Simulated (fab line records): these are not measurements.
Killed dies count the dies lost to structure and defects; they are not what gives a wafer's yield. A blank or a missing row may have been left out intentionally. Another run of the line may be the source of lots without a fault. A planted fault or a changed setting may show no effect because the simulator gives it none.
Chamber matching || flow gf180mcu || GF_V4_ETCH_16 on rie diel-02: 4 sister chambers
The step etches BARC in N2/H2. 8 wafers are shown with their chamber, then 8 later ones without.

## EACH WAFER AND ITS CHAMBER
{"wafer": "L083.5", "chamber": 3, "drypump motor current A (A)": 5.8, "throttle valve pct (%)": 13.223}
{"wafer": "L088.2", "chamber": 0, "drypump motor current A (A)": 5.5, "throttle valve pct (%)": 13.223}
{"wafer": "L088.4", "chamber": 2, "drypump motor current A (A)": 5.4, "throttle valve pct (%)": 13.226}
{"wafer": "L088.5", "chamber": 1, "drypump motor current A (A)": 6.1, "throttle valve pct (%)": 13.224}
{"wafer": "L089.1", "chamber": 3, "drypump motor current A (A)": 5.8, "throttle valve pct (%)": 13.208}
{"wafer": "L089.2", "chamber": 1, "drypump motor current A (A)": 6.1, "throttle valve pct (%)": 13.216}
{"wafer": "L089.3", "chamber": 2, "drypump motor current A (A)": 5.4, "throttle valve pct (%)": 13.235}
{"wafer": "L089.4", "chamber": 0, "drypump motor current A (A)": 5.4, "throttle valve pct (%)": 13.211}

## WAFERS WHOSE CHAMBER IS MISSING
{"wafer": "L089.5", "drypump motor current A (A)": 5.8, "throttle valve pct (%)": 13.218}
{"wafer": "L089.6", "drypump motor current A (A)": 5.5, "throttle valve pct (%)": 13.235}
{"wafer": "L092.1", "drypump motor current A (A)": 5.5, "throttle valve pct (%)": 13.211}
{"wafer": "L092.4", "drypump motor current A (A)": 5.8, "throttle valve pct (%)": 13.221}
{"wafer": "L092.5", "drypump motor current A (A)": 5.4, "throttle valve pct (%)": 13.233}
{"wafer": "L097.3", "drypump motor current A (A)": 5.5, "throttle valve pct (%)": 13.230}
{"wafer": "L097.5", "drypump motor current A (A)": 5.8, "throttle valve pct (%)": 13.235}
{"wafer": "L097.6", "drypump motor current A (A)": 5.4, "throttle valve pct (%)": 13.209}

## WHICH CHAMBER EACH WENT THROUGH
{"wafer": "L089.5", "from the rows above": 3, "in truth": 3}
{"wafer": "L089.6", "from the rows above": "can't be placed: 0 or 2", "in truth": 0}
{"wafer": "L092.1", "from the rows above": 0, "in truth": 0}
{"wafer": "L092.4", "from the rows above": 3, "in truth": 3}
{"wafer": "L092.5", "from the rows above": 2, "in truth": 2}
{"wafer": "L097.3", "from the rows above": "can't be placed: 0 or 2", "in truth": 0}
{"wafer": "L097.5", "from the rows above": 3, "in truth": 3}
{"wafer": "L097.6", "from the rows above": "can't be placed: 0 or 2", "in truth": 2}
Correctly placed: 5 of 8. Can't be placed from these rows: 3 (the true chamber is among the candidates in 3). Placed wrongly: 0.
How it was worked out, from the rows above alone: a wafer's distance from a chamber is the root of the sum, over the readings, of the square of ((its reading less the chamber's mean) divided by the reading's scatter). If the next closest chamber is less than 2 further off than the closest, the wafer can't be placed; otherwise it belongs to the closest. For every chamber, the mean is computed from those of its wafers that are shown. The scatter: take each reading less its chamber's mean, square it, sum over the shown wafers, divide by the number of wafers less the number of chambers, and take the root.
